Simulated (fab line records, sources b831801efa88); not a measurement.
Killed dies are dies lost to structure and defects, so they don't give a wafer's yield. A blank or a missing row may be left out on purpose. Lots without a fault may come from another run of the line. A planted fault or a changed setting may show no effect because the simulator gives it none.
Chamber matching | flow sky130 | SKY_VIA2_ETCH_14 on rie_diel-03: 4 sister chambers
The step etches BARC in N2/H2, stops on SiO2, time 45.9 s, target depth 60 nm. 8 wafers are shown with their chamber, then 7 later ones without.

WAFERS WITH THEIR CHAMBER
wafer  | chamber | drypump_motor_current_A (A) | oes_product_au (a.u.)
L076.2 | 0       | 5.5                         | 0.854
L077.2 | 1       | 5.9                         | 0.852
L077.6 | 3       | 6.4                         | 0.856
L084.2 | 3       | 6.5                         | 0.858
L084.3 | 0       | 5.5                         | 0.860
L084.6 | 2       | 6.4                         | 0.856
L088.2 | 2       | 6.4                         | 0.853
L088.3 | 1       | 5.8                         | 0.852

WAFERS WITHOUT THEIR CHAMBER
wafer  | drypump_motor_current_A (A) | oes_product_au (a.u.)
L088.5 | 6.5                         | 0.851
L091.3 | 6.4                         | 0.851
L091.4 | 5.9                         | 0.856
L091.5 | 5.9                         | 0.854
L094.3 | 5.5                         | 0.853
L094.4 | 5.8                         | 0.852
L094.5 | 6.4                         | 0.855

WHICH CHAMBER EACH WENT THROUGH
wafer  | from the rows above     | in truth
L088.5 | can't be placed: 2 or 3 | 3
L091.3 | can't be placed: 2 or 3 | 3
L091.4 | 1                       | 1
L091.5 | 1                       | 1
L094.3 | 0                       | 0
L094.4 | 1                       | 1
L094.5 | can't be placed: 2 or 3 | 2
Placed correctly: 4 of 7. Can't be placed from these rows: 3 (the true chamber is among the candidates in 3). Placed wrongly: 0.
How it was worked out, from the rows above alone: a wafer's distance from a chamber is the root of the sum, over the readings, of the square of ((its reading less the chamber's mean) divided by the reading's scatter). The wafer belongs to the nearest chamber; if the next one is less than 2 further off, it can't be placed. A chamber's mean is the mean of its shown wafers. The scatter: the root of (the sum of the squares of (reading less its chamber's mean) over the shown wafers, divided by (wafers less chambers)).
